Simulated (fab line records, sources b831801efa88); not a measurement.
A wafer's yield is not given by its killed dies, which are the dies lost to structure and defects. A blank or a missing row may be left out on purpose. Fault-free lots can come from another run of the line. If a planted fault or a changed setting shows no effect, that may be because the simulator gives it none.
Split-lot experiment + flow sfq-line + 23 wafers read across 5 lots, on a route 325 steps long

ABOUT THE SPLIT
At SFQ_TRILAYER_M3_DEP_SPUTTER_073 (material Nb, target thk 200 nm, time 133.3 s), the setting time-s was moved away from the recipe's 133.3 s on 9 of the 23 wafers read, by -11.8% to +9.1%. All remaining wafers had this setting at the recipe value.

SPLIT TO READING: what lies between them in the file, 1 step
- SFQ_M3_RS_MEAS_919: measures by four-point-probe

THE READING
oes-product-au, in a.u., at SFQ_TRILAYER_M3_ETCH_METAL_ETCH_078 (etches Nb in Cl2/Ar, stops on SiO2, target depth 240 nm, time 120 s). Typical for fault-free wafers on this fab line: 0.894 a.u., with standard deviation 0.0062 a.u.

| wafer  | tool, chamber at the split | time-s as run, s | against the recipe | oes-product-au, a.u. | against lot-mates on the recipe |
|--------|----------------------------|------------------|--------------------|----------------------|---------------------------------|
| L075.2 | pvd-sputter-05, -          | 133.3            | recipe             | 0.936                | -                               |
| L075.3 | pvd-sputter-05, -          | 145.4            | +9.1%              | 0.949                | +0.030                          |
| L075.4 | pvd-sputter-05, -          | 133.3            | recipe             | 0.922                | -                               |
| L075.5 | pvd-sputter-05, -          | 133.3            | recipe             | 0.900                | -                               |
| L075.6 | pvd-sputter-05, -          | 145.4            | +9.1%              | 0.972                | +0.053                          |
| L077.1 | pvd-sputter-03, -          | 133.3            | recipe             | 0.904                | -                               |
| L077.2 | pvd-sputter-03, -          | 133.3            | recipe             | 0.887                | -                               |
| L077.4 | pvd-sputter-03, -          | 133.3            | recipe             | 0.903                | -                               |
| L077.5 | pvd-sputter-03, -          | 142.9            | +7.2%              | 0.941                | +0.043                          |
| L077.6 | pvd-sputter-03, -          | 142.9            | +7.2%              | 0.942                | +0.044                          |
| L079.1 | pvd-sputter-03, -          | 133.3            | recipe             | 0.900                | -                               |
| L079.4 | pvd-sputter-03, -          | 133.3            | recipe             | 0.893                | -                               |
| L079.6 | pvd-sputter-03, -          | 133.3            | recipe             | 0.886                | -                               |
| L080.1 | pvd-sputter-05, -          | 121.5            | -8.9%              | 0.853                | -0.033                          |
| L080.2 | pvd-sputter-05, -          | 121.5            | -8.9%              | 0.839                | -0.047                          |
| L080.3 | pvd-sputter-05, -          | 133.3            | recipe             | 0.883                | -                               |
| L080.5 | pvd-sputter-05, -          | 133.3            | recipe             | 0.889                | -                               |
| L080.6 | pvd-sputter-05, -          | 133.3            | recipe             | 0.886                | -                               |
| L084.1 | pvd-sputter-06, -          | 117.6            | -11.8%             | 0.815                | -0.066                          |
| L084.2 | pvd-sputter-06, -          | 117.6            | -11.8%             | 0.831                | -0.050                          |
| L084.3 | pvd-sputter-06, -          | 133.3            | recipe             | 0.879                | -                               |
| L084.5 | pvd-sputter-06, -          | 117.6            | -11.8%             | 0.825                | -0.056                          |
| L084.6 | pvd-sputter-06, -          | 133.3            | recipe             | 0.882                | -                               |

FIT RESULTS
A straight line over all 23 wafers: oes-product-au changes by +0.0063 a.u. for each +1% of time-s; r = +0.94; the points scatter about the line by 0.014 a.u.
The same after taking each lot's own level away (the mean of its wafers on the recipe; 23 wafers): +0.00488 a.u. for each +1%; r = +0.96; scatter 0.0088 a.u.
According to that fit, moving time-s by its largest amount changes the reading by 0.057 a.u.
The span of the lots' own levels, 0.8805 to 0.9193 a.u., comes to 6.3 times the standard deviation stated above.
Hence the slope depends on the lot-to-lot level, as the two fits are not the same.
Check: for one of the wafers moved furthest among these (-11.8%), held out of the fit, the line's prediction against its lot-mates is -0.0546 a.u. It came out at -0.0655 a.u. against them.

OTHER SPLITS APPLIED TO THESE WAFERS
Before the reading, these wafers also passed through other splits. Each is held against what the fit with the lots' levels taken away leaves over:
| other split on the same wafers                      | wafers away from the commonest value | r with oes-product-au (lot level and that fit taken away) |
|-----------------------------------------------------|--------------------------------------|-----------------------------------------------------------|
| SFQ_TRILAYER_I1_VIA_BARC_OPEN_VIA_ETCH_071 source-w | 8                                    | +0.01                                                     |
| SFQ_TRILAYER_I2_VIA_LITHO_COAT_072 spin-rpm         | 10                                   | +0.41                                                     |
| SFQ_TRILAYER_I2_VIA_BARC_OPEN_VIA_ETCH_096 time-s   | 11                                   | -0.01                                                     |

THE WHOLE CHAIN: every reading that the file lists as answering this split, in the file's order
| step                                | what it does                                                        | reading                                                                                   | change (the file's fit)                   | r (the file's) |
|-------------------------------------|---------------------------------------------------------------------|-------------------------------------------------------------------------------------------|-------------------------------------------|----------------|
| SFQ_TRILAYER_M3_DEP_SPUTTER_073     | material Nb, target thk 200 nm, time 133.3 s                        | Nb_of_TRILAYER_M3_DEP_SPUTTER_073.thk-nm (the simulator's own value, which no gauge read) | +1.96 nm for each +1% of the setting      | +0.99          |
| SFQ_M3_RS_MEAS_919                  | measures by four-point-probe                                        | M3_NB_RS                                                                                  | -0.00945 for each +1% of the setting      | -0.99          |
| SFQ_TRILAYER_M3_ETCH_METAL_ETCH_078 | etches Nb in Cl2/Ar, stops on SiO2, target depth 240 nm, time 120 s | oes-product-au                                                                            | +0.00488 a.u. for each +1% of the setting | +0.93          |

THE FILE'S OWN FIT
oes-product-au changes by +0.00488 a.u. for each +1% of time-s, r = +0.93.
